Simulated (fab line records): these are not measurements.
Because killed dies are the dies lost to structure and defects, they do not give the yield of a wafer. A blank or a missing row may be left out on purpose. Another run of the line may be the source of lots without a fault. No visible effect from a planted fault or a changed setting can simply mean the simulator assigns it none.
Struck lot and sound lot, side by side ; flow gf180mcu ; 33 out of 602 route steps
Sound: the wafers L355.3, L355.4, L355.5. Struck: wafers L354.4, L354.5, L354.6. Last of all comes the cause.
Per side, at each step with rows, come the tool, then ch with its chambers, and then its first start. Under that, the readings that differ: sound wafers ; struck wafers ; difference of the means ; sigmas: that difference in standard deviations of wafers without a fault.
alike: a reading whose means differ by less than 2 such deviations, as well as words and numbers matching on both sides. not compared: withheld readings; readings where some wafer has no value; bounds like >300 that might hide an equal value; numbers whose values overlap and for which the record gives no deviation.
The two part at a step that has a row with sigmas, a row that says differs or no value, or rows on one side only. Numbers that have no deviation but don't overlap get no sigmas and don't part them. Lack of a reading on every wafer of one side parts them only where that side has two or more wafers.

first, 2 steps without rows for these wafers: GF_M2_PEB_12 (peb time 90 s); GF_M2_DEVELOP_13 (develop time 60 s).
GF_M2_CD_MEAS_14 targets a cd of 280 nm.
  struck on cdSem-01, day 22 08:44; sound on cdSem-02, day 23 02:58
  alike: cdNm
GF_M2_OVL_MEAS_15:
  struck on overlay-01, day 22 08:49; sound on overlay-01, day 23 03:04
  alike: M2_OVL
GF_M2_METAL_ETCH_16: etches the open film in Cl2/BCl3, stops on SiO2, target depth 627.5 nm, time 104.6 s.
  sound on rieMetal-02 ch 0,1, day 23 03:07; struck on rieMetal-02 ch 0,1, day 22 08:52
  alike: drypumpMotorCurrentA, oesProductAu, throttleValvePct
GF_M2_STRIP_17: strips in O2/N2.
  sound on plasmaAsher-04 ch 0,1, day 23 03:14; struck on plasmaAsher-01 ch 0,1, day 22 08:59
  alike: drypumpMotorCurrentA, heaterPowerW, oesProductAu, stripTimeToEndpointS
then, 3 steps without rows for these wafers: GF_M2_STRIP_18 (strips in post etch residue remover, time 1200 s); GF_M2_CLEAN_19 (cleans in DIW); GF_V2_CVD_00 (deposits SiO2, target thk 600 nm, time 100 s).
GF_V2_THK_MEAS_01:
  struck on filmMetro-04, day 22 09:55; sound on filmMetro-03, day 23 03:55
  alike: V2_CVD_00_THK
GF_V2_CVD_02: deposits SiO2 from TEOS, target thk 850 nm, time 94.851 s.
  sound on pecvd-01 ch 1,2, day 23 03:57; struck on pecvd-04 ch 0,1,2, day 22 09:59
  alike: heaterPowerW
  not compared: sinceWetCleanH
GF_V2_THK_MEAS_03:
  struck on filmMetro-03, day 22 10:03; sound on filmMetro-01, day 23 04:02
  alike: V2_CVD_02_THK
GF_V2_CMP_04: polishes SiO2.
  sound on cmp-02 ch 0,2,3, day 23 04:11; struck on cmp-02 ch 1,2,3, day 22 10:11
  no value came back on the struck wafers for edgeZonePressureFrac, headPressurePsi (psi), motorCurrentA (A), timeToEndpointS (s); on the sound wafers edgeZonePressureFrac reads 1.003 1.004 1.000
reading;sound;struck;difference;sigmas
model.SiO2_of_V2_CVD_02.thkNm (nm);633 634 632.8;848.4 855.1 853.7;+219.1;
GF_V2_BOW_MEAS_05:
  struck on filmMetro-01, day 22 10:26; sound on filmMetro-01, day 23 04:25
  alike: V2_BOW
then, 8 steps without rows for these wafers: GF_V2_DEHYDRATE_06 (time 60 s); GF_V2_HMDS_07 (prime time 60 s); GF_V2_COAT_08; GF_V2_COAT_09 (resist thk 1000 nm); GF_V2_SOFTBAKE_10 (time 60 s); GF_V2_EXPOSE_11 (exposes mask Via2, target cd 260 nm); GF_V2_PEB_12 (peb time 90 s); GF_V2_DEVELOP_13 (develop time 60 s).
GF_V2_CD_MEAS_14 targets a cd of 260 nm.
  struck on cdSem-01, day 23 09:29; sound on cdSem-02, day 24 03:13
reading;sound;struck;difference;sigmas
cdNm (nm);261.9 262.6 262.2;258.1 258.1 259.1;-3.8;-3
GF_V2_OVL_MEAS_15:
  struck on overlay-02, day 23 09:34; sound on overlay-02, day 24 03:18
  alike: V2_OVL
then, 1 step without rows for these wafers: GF_V2_ETCH_16 (etches BARC in N2/H2).
GF_V2_ETCH_17: etches SiO2 in C4F8/O2/Ar, stops on TiN, target depth 630 nm.
  sound: rieDiel-02 ch 1,2,3; struck: rieDiel-04 ch 0,3
reading;sound;struck;difference;sigmas
oesProductAu (a.u.);0.857 0.857 0.856;1.631 1.646 1.632;+0.780;+99 or more
model.etch.depthNm (nm);633 634 632.8;828.5 835.1 827.2;+197.0;
model.V2.featureDepthNm (nm);633 634 632.8;828.5 835.1 827.2;+197.0;
GF_V2_STRIP_18: strips in O2/N2.
  sound on plasmaAsher-04 ch 0,1, day 24 03:29; struck on plasmaAsher-02 ch 0,1, day 23 09:45
  alike: drypumpMotorCurrentA, heaterPowerW, oesProductAu
then, 3 steps without rows for these wafers: GF_V2_STRIP_19 (strips in post etch residue remover, time 1200 s); GF_V2_CLEAN_20 (cleans in DIW); GF_V2_SPUTTER_21 (material Ti, target thk 15 nm, time 80.02 s).
GF_V2_SPUTTER_22: material TiN, target thk 10 nm, time 40 s.
  struck on pvdSputter-04, day 23 10:47; sound on pvdSputter-01, day 24 04:04
  alike: throttleValvePct
then, 1 step without rows for these wafers: GF_V2_CVD_23 (deposits W, target thk 350 nm, time 104.94 s).
GF_V2_CMP_26: polishes, stops on SiO2, t overpolish 15 s, target thk 0 nm.
  sound on cmp-02 ch 2,3, day 24 04:26; struck on cmp-01 ch 0,1,2, day 23 11:42
reading;sound;struck;difference;sigmas
model.SiO2_of_V2_CVD_02.thkNm (nm);629.3 630.2 629;844.6 851.3 850;+219.1;
  alike: edgeZonePressureFrac, headPressurePsi, motorCurrentA

WHERE THEY PART
First at GF_V2_CMP_04; last, within this record, at GF_V2_ETCH_17. Later steps at which nothing parts them and some readings are alike: GF_V2_STRIP_18, GF_V2_SPUTTER_22, GF_V2_CMP_26.

WHY: the cause the simulator had injected
Entire step skipped (cmp-02, GF_V2_CMP_04), from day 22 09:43 onward. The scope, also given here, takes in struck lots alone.
